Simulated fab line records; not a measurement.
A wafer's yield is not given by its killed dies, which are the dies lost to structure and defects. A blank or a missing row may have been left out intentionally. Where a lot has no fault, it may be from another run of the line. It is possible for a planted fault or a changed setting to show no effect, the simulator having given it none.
Struck lot and sound lot, side by side / flow sfq-line / 42 out of 325 route steps
Sound: wafers L998.1, L998.2, L998.6. Struck: wafer L104.2. (L104.1, L104.6 of the same lot were not struck and are left out.) The cause comes at the end.
For every step that has rows: the tool of each side, followed by ch and its chambers, followed by its first start. Under that, the readings that differ: sound wafers / struck wafers / difference of the means / sigmas: that difference in standard deviations of wafers without a fault.
alike: readings with means less than 2 such deviations apart, plus words and numbers identical on both sides. not compared: withheld readings, readings lacking a value on some wafer, bounds such as >300 that could conceal the same value, and numbers that have no deviation in the record and whose values overlap.
The two part at a step that has a row with sigmas, a row that says differs or no value, or rows on one side only. Numbers that have no deviation but don't overlap get no sigmas and don't part them. Lack of a reading on every wafer of one side parts them only where that side has two or more wafers.

first, 6 steps without rows for these wafers: SFQ_TRILAYER_M6_LITHO_COAT_164 (resist thk 62 nm); SFQ_TRILAYER_M6_LITHO_COAT_159 (resist thk 600 nm); SFQ_TRILAYER_M6_LITHO_SOFTBAKE_163; SFQ_TRILAYER_M6_LITHO_EXPOSE_160 (exposes mask M6, target cd 500 nm); SFQ_TRILAYER_M6_LITHO_PEB_162 (peb time 60 s); SFQ_TRILAYER_M6_LITHO_DEVELOP_161 (time 60 s).
SFQ_M6_OVL_MEAS_940:
  sound on overlay-02 at day 73 17:18; struck on overlay-01 at day 81 06:54
  alike: M6_OVL
then, 2 steps without rows for these wafers: SFQ_TRILAYER_M6_BARC_OPEN_METAL_ETCH_206 (etches BARC in O2, target depth 125 nm, time 41.7 s); SFQ_TRILAYER_M6_ETCH_METAL_ETCH_162 (etches Nb in Cl2/Ar, stops on SiO2, target depth 240 nm, time 120 s).
SFQ_TRILAYER_M6_STRIP_STRIP_163: strips in O2.
  sound on rie-metal-04 ch 0,1, day 73 17:31; struck on rie-metal-02 ch 0, day 81 07:07
reading=drypump-motor-current-A (A); sound=6.2 6.1 6.2; struck=5.4; difference=-0.8; sigmas=-2
  alike: oes-product-au
  not compared: rf-hours-counter-h
then, 2 steps without rows for these wafers: SFQ_TRILAYER_M6_STRIP_SOLV_CLEAN_164 (cleans in NMP, time 600 s); SFQ_TRILAYER_I6_DEP_PECVD_165 (deposits SiO2 from SiH4/N2O, time 111.11 s, target thk 500 nm).
SFQ_TRILAYER_I6_CMP_CMP_166: polishes SiO2.
  sound on cmp-02 ch 1,2,3, day 73 18:59; struck on cmp-02 ch 2, day 81 08:28
reading=time-to-endpoint-s (s); sound=221 204 219; struck=169; difference=-46; sigmas=-6
reading=model.SiO2_of_TRILAYER_I6_DEP_PECVD_165.thk-nm (nm); sound=201.8 199.6 199.6; struck=250; difference=+50; sigmas=
  alike: motor-current-A, platen-rpm
SFQ_I6_BOW_MEAS_941:
  sound on film-metro-01 at day 73 21:59; struck on film-metro-02 at day 81 10:58
  alike: I6_BOW
SFQ_TRILAYER_I6_METRO_MEASURE_167:
  sound on film-metro-01 at day 73 22:06; struck on film-metro-02 at day 81 11:05
reading=thk-nm (nm); sound=201.8 199.4 199.6; struck=249.7; difference=+49.4; sigmas=+45
then, 6 steps without rows for these wafers: SFQ_TRILAYER_I6_VIA_LITHO_COAT_174 (resist thk 62 nm); SFQ_TRILAYER_I6_VIA_LITHO_COAT_169 (resist thk 650 nm); SFQ_TRILAYER_I6_VIA_LITHO_SOFTBAKE_173; SFQ_TRILAYER_I6_VIA_LITHO_EXPOSE_170 (exposes mask I6, target cd 700 nm); SFQ_TRILAYER_I6_VIA_LITHO_PEB_172 (peb time 60 s); SFQ_TRILAYER_I6_VIA_LITHO_DEVELOP_171 (time 60 s).
SFQ_I6_OVL_MEAS_942:
  sound on overlay-01 at day 77 18:11; struck on overlay-01 at day 82 09:52
reading=I6_OVL (nm); sound=-7 3 1; struck=-14; difference=-13; sigmas=-2
then, 1 step without rows for these wafers: SFQ_TRILAYER_I6_VIA_BARC_OPEN_VIA_ETCH_235 (etches BARC in O2, target depth 125 nm, time 41.7 s).
SFQ_TRILAYER_I6_VIA_ETCH_VIA_ETCH_172: etches SiO2 in CHF3, stops on Nb, target depth 260 nm.
  sound on rie-diel-04 ch 1,3, day 77 18:15; struck on rie-diel-03 ch 0, day 82 09:57
reading=oes-product-au (a.u.); sound=0.859 0.854 0.857; struck=0.975; difference=+0.118; sigmas=+21
reading=model.etch.depth-nm (nm); sound=201.8 199.6 199.6; struck=250; difference=+50; sigmas=
reading=model.I6.feature-depth-nm (nm); sound=201.8 199.6 199.6; struck=250; difference=+50; sigmas=
  alike: drypump-motor-current-A
then, 2 steps without rows for these wafers: SFQ_TRILAYER_I6_VIA_STRIP_STRIP_173 (strips in O2); SFQ_TRILAYER_I6_VIA_STRIP_SOLV_CLEAN_174 (cleans in NMP, time 600 s).
SFQ_TRILAYER_M7_DEP_PRE_CLEAN_176: time 22.5 s.
  sound on pvd-sputter-06 at day 77 19:08; struck on pvd-sputter-04 at day 82 11:03
reading=model.SiO2_of_TRILAYER_I6_DEP_PECVD_165.thk-nm (nm); sound=194.3 192.1 192.1; struck=242.5; difference=+49.7; sigmas=
SFQ_TRILAYER_M7_DEP_SPUTTER_175: material Nb, target thk 200 nm, time 133.3 s.
  sound on pvd-sputter-06 at day 77 19:10; struck on pvd-sputter-04 at day 82 11:05
reading=throttle-valve-pct (%); sound=30.0 27.1 29.4; struck=31.6; difference=+2.8; sigmas=+2
  alike: cathode-dc-power-W, substrate-temp-c
SFQ_M7_RS_MEAS_943: a four-point-probe measurement.
  sound on film-metro-04 at day 77 19:16; struck on film-metro-01 at day 82 11:10
  alike: M7_NB_RS
then, 6 steps without rows for these wafers: SFQ_TRILAYER_M7_LITHO_COAT_182 (resist thk 62 nm); SFQ_TRILAYER_M7_LITHO_COAT_177 (resist thk 600 nm); SFQ_TRILAYER_M7_LITHO_SOFTBAKE_181; SFQ_TRILAYER_M7_LITHO_EXPOSE_178 (exposes mask M7, target cd 500 nm); SFQ_TRILAYER_M7_LITHO_PEB_180 (peb time 60 s); SFQ_TRILAYER_M7_LITHO_DEVELOP_179 (time 60 s).
-- the record jumps here: 3 days lie between the struck wafers' starts before and after --
SFQ_M7_OVL_MEAS_945:
  sound on overlay-01 at day 77 21:41; struck on overlay-01 at day 85 13:25
  alike: M7_OVL
SFQ_TRILAYER_M7_BARC_OPEN_METAL_ETCH_229: etches BARC in O2, target depth 125 nm, time 41.7 s.
  sound on rie-metal-02 ch 0,1, day 77 21:44; struck on rie-metal-01 ch 1, day 85 13:28
  alike: drypump-motor-current-A, oes-product-au
  not compared: rf-hours-counter-h
then, 1 step without rows for these wafers: SFQ_TRILAYER_M7_ETCH_METAL_ETCH_180 (etches Nb in Cl2/Ar, stops on SiO2, target depth 240 nm, time 120 s).
SFQ_TRILAYER_M7_STRIP_STRIP_181: strips in O2.
  sound on rie-metal-02 ch 0,1, day 77 21:55; struck on rie-metal-01 ch 1, day 85 13:39
  alike: drypump-motor-current-A, oes-product-au
  not compared: rf-hours-counter-h
then, 1 step without rows for these wafers: SFQ_TRILAYER_M7_STRIP_SOLV_CLEAN_182 (cleans in NMP, time 600 s).
SFQ_TRILAYER_I7_DEP_PECVD_183: deposits SiO2 from SiH4/N2O, time 111.11 s, target thk 500 nm.
  sound on pecvd-04 ch 0,2, day 77 22:41; struck on pecvd-04 ch 0, day 85 14:36
  alike: heater-power-w, throttle-valve-pct
-- the record jumps here: 4 days lie between the struck wafers' starts before and after --
SFQ_M8_BOW_MEAS_951:
  sound on film-metro-03 at day 85 05:44; struck on film-metro-01 at day 89 10:13
reading=model.etest.i6.link-ohm; sound=1.856 1.845 1.858; struck=1.903; difference=+0.050; sigmas=
  alike: M8_BOW

## WHERE THEY PART
First at SFQ_TRILAYER_M6_STRIP_STRIP_163; last, within this record, at SFQ_TRILAYER_M7_DEP_SPUTTER_175. Later steps at which nothing parts them and some readings are alike: SFQ_M7_RS_MEAS_943, SFQ_M7_OVL_MEAS_945, SFQ_TRILAYER_M7_BARC_OPEN_METAL_ETCH_229, SFQ_TRILAYER_M7_STRIP_STRIP_181, SFQ_TRILAYER_I7_DEP_PECVD_183, SFQ_M8_BOW_MEAS_951.

WHY: the cause the simulator had injected
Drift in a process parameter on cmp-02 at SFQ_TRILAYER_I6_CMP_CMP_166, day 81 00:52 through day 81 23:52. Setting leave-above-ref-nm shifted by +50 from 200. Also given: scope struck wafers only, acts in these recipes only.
